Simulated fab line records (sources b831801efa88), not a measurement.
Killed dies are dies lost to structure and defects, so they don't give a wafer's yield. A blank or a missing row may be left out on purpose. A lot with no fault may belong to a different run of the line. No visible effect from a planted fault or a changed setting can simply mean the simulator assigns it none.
Struck lot and sound lot, side by side    flow sky130    16 steps out of a route of 708
Sound: wafers L629.1, L629.2, L629.3. Wafers struck: L632.1, L632.2, L632.5. The cause comes at the end.
Each step with rows lists, per side, the tool, then ch with its chambers, then its first start. Under that, the readings that differ: sound wafers    struck wafers    difference of the means    sigmas: that difference in standard deviations of wafers without a fault.
alike: a reading whose means differ by less than 2 such deviations, as well as words and numbers matching on both sides. not compared: withheld readings; readings where some wafer has no value; bounds like >300 that might hide an equal value; numbers whose values overlap and for which the record gives no deviation.
The two part at a step that has a row with sigmas, a row that says differs or no value, or rows on one side only. Numbers that don't overlap but have no deviation are shown without sigmas and don't part them. A reading that every wafer of one side lacks parts them only if that side has two wafers or more.

first, 2 steps without rows for these wafers: SKY_METAL3_PEB_11; SKY_METAL3_DEVELOP_12 (develop time 60 s).
SKY_METAL3_CD_MEAS_13: the cd target is 300 nm.
  sound: cd sem-01 at day 38 23:41; struck: cd sem-02 at day 40 02:47
  alike: cd nm
SKY_METAL3_OVL_MEAS_14:
  sound: overlay-01 at day 38 23:48; struck: overlay-01 at day 40 02:54
  alike: METAL3_OVL
SKY_METAL3_DESCUM_15: chemistry O2, time 8 s.
  sound on rie metal-02 ch 0,1, day 38 23:50; struck on rie metal-03 ch 0,1, day 40 02:56
  alike: drypump motor current A, oes product au
  not compared: rf hours counter h
SKY_METAL3_ETCH_16: etches BARC in N2/H2, stops on SiO2, time 88.2 s, target depth 60 nm.
  sound on rie metal-02 ch 0,1, day 38 23:52; struck on rie metal-03 ch 0,1, day 40 02:58
  alike: drypump motor current A, oes product au, throttle valve pct
  not compared: rf hours counter h
SKY_METAL3_ETCH_17: etches SiO2 in C4F8/O2/Ar, stops on TiN, time 3.9 s, target depth 15 nm.
  sound on rie diel-03 ch 0,1,2, day 38 23:58; struck on rie diel-03 ch 0,1,2, day 40 03:04
  alike: oes product au
  not compared: rf hours counter h
then, 1 step without rows for these wafers: SKY_METAL3_METAL_ETCH_18 (etches the open film in Cl2/BCl3, stops on SiO2, target depth 845 nm, time 183.1 s).
SKY_METAL3_STRIP_19: strips in O2/N2.
  sound on plasma asher-01 ch 0,1, day 39 00:10; struck on plasma asher-02 ch 0,1, day 40 03:16
  alike: drypump motor current A, oes product au, strip time to endpoint s
  not compared: rf hours counter h
then, 3 steps without rows for these wafers: SKY_METAL3_STRIP_20 (strips in post etch residue remover, time 1200 s); SKY_METAL3_CLEAN_21 (cleans in IPA, time 180 s); SKY_METAL3_CLEAN_22 (cleans in O3/DIW).
SKY_VIA3_HDPCVD_00: deposits SiO2, target thk 1635 nm, time 272.5 s.
  sound on hdpcvd-02 ch 0,1,2, day 39 00:46; struck on hdpcvd-02 ch 0,1,2, day 40 04:14
  alike: pressure mtorr
SKY_VIA3_THK_MEAS_01:
  sound: film metro-02 at day 39 00:55; struck: film metro-04 at day 40 04:24
reading               sound           struck          difference  sigmas
VIA3_HDPCVD_THK (nm)  1629 1656 1633  3315 3234 3227  +1619       +70
SKY_VIA3_CMP_02: polishes SiO2.
  sound on cmp-01 ch 0,1,2, day 39 00:59; struck on cmp-01 ch 0,3, day 40 04:28
  alike: motor current A
-- the record jumps here: 7 days lie between the struck wafers' starts before and after (it left off in module VIA3 and takes up again in module PAD_OPEN, whose first step shown is number 708 of the route) --
SKY_PAD_OPEN_PROBE_99:
  sound: prober-01 at day 46 08:25; struck: prober-02 at day 47 06:09
  alike: defect limited yield, killed_at_M0_to_M3, killed_at_M4_up, killed at contacts, killed at front end, killed at other, killed dies, killed open, killed short, sort_bin_3_pad_short, sort_bin_5_function, sort_bin_6_memory, sort n pass, sort yield pct

== WHERE THEY PART ==
Only at SKY_VIA3_THK_MEAS_01, as far as this record shows. Later steps at which nothing parts them and some readings are alike: SKY_VIA3_CMP_02, SKY_PAD_OPEN_PROBE_99.

WHY: what had been put in by the simulator
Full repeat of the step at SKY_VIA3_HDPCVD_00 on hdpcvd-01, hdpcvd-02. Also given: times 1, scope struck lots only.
